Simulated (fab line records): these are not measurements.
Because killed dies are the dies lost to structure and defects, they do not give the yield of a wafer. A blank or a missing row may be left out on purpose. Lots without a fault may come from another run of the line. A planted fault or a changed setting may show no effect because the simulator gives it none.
Chamber matching + flow sfq line + SFQ_TRILAYER_I4_VIA_ETCH_VIA_ETCH_106 on rie diel-04: 4 sister chambers
The step etches SiO2 in CHF3, stops on Nb, target depth 260 nm. 14 wafers are shown with their chamber, then 6 later ones without.

## WAFERS PAIRED WITH THEIR CHAMBERS
| wafer  | chamber | drypump motor current A (A) | oes product au (a.u.) | rf fwd power W (W) |
|--------|---------|-----------------------------|-----------------------|--------------------|
| L660.4 | 0       | 5.4                         | 0.848                 | 498.8              |
| L660.5 | 1       | 6.2                         | 0.855                 | 498.4              |
| L660.6 | 3       | 5.9                         | 0.859                 | 496.8              |
| L665.1 | 0       | 5.4                         | 0.843                 | 496.7              |
| L665.2 | 1       | 6.2                         | 0.852                 | 495.2              |
| L665.3 | 2       | 5.5                         | 0.856                 | 494.4              |
| L667.1 | 3       | 6.0                         | 0.847                 | 500.7              |
| L667.4 | 2       | 5.5                         | 0.845                 | 499.3              |
| L667.5 | 1       | 6.2                         | 0.851                 | 497.8              |
| L668.3 | 1       | 6.2                         | 0.854                 | 499.1              |
| L668.5 | 1       | 6.2                         | 0.847                 | 498.9              |
| L668.6 | 2       | 5.5                         | 0.863                 | 495.0              |
| L678.4 | 1       | 6.2                         | 0.856                 | 499.2              |
| L678.5 | 3       | 5.9                         | 0.854                 | 495.1              |

SIGNATURES (means of the wafers above)
| reading                 | chamber 0 | chamber 1 | chamber 2 | chamber 3 | scatter within a chamber |
|-------------------------|-----------|-----------|-----------|-----------|--------------------------|
| drypump motor current A | 5.400     | 6.200     | 5.500     | 5.933     | 0.0258                   |
| oes product au          | 0.84550   | 0.85250   | 0.85467   | 0.85333   | 0.00551                  |
| rf fwd power W          | 497.750   | 498.100   | 496.233   | 497.533   | 2.11                     |
Rule: a wafer's distance from a chamber is the root of the sum, over the readings, of the square of ((its reading less the chamber's mean) divided by the reading's scatter). The wafer belongs to the nearest chamber; if the next one is less than 2 further off, it can't be placed. The scatter is the square root of a quotient: the sum, over the shown wafers, of each reading's squared deviation from its chamber's mean, divided by wafers minus chambers.

## WAFERS WITHOUT THEIR CHAMBER
| wafer  | drypump motor current A (A) | oes product au (a.u.) | rf fwd power W (W) |
|--------|-----------------------------|-----------------------|--------------------|
| L678.6 | 5.5                         | 0.859                 | 498.6              |
| L680.4 | 6.2                         | 0.852                 | 501.5              |
| L681.5 | 5.9                         | 0.847                 | 497.2              |
| L682.2 | 5.5                         | 0.852                 | 496.9              |
| L682.4 | 6.2                         | 0.855                 | 494.6              |
| L682.5 | 5.5                         | 0.853                 | 500.6              |

## CHAMBER TAKEN BY EACH
| wafer  | from the rows above | in truth                   |
|--------|---------------------|----------------------------|
| L678.6 | 2                   | 2                          |
| L680.4 | 1                   | 1                          |
| L681.5 | 3                   | 3                          |
| L682.2 | 2                   | 2                          |
| L682.4 | 1                   | 1                          |
| L682.5 | 2                   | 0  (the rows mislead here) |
Correctly placed: 5 of 6. Can't be placed from these rows: 0. Wrongly placed: 1.
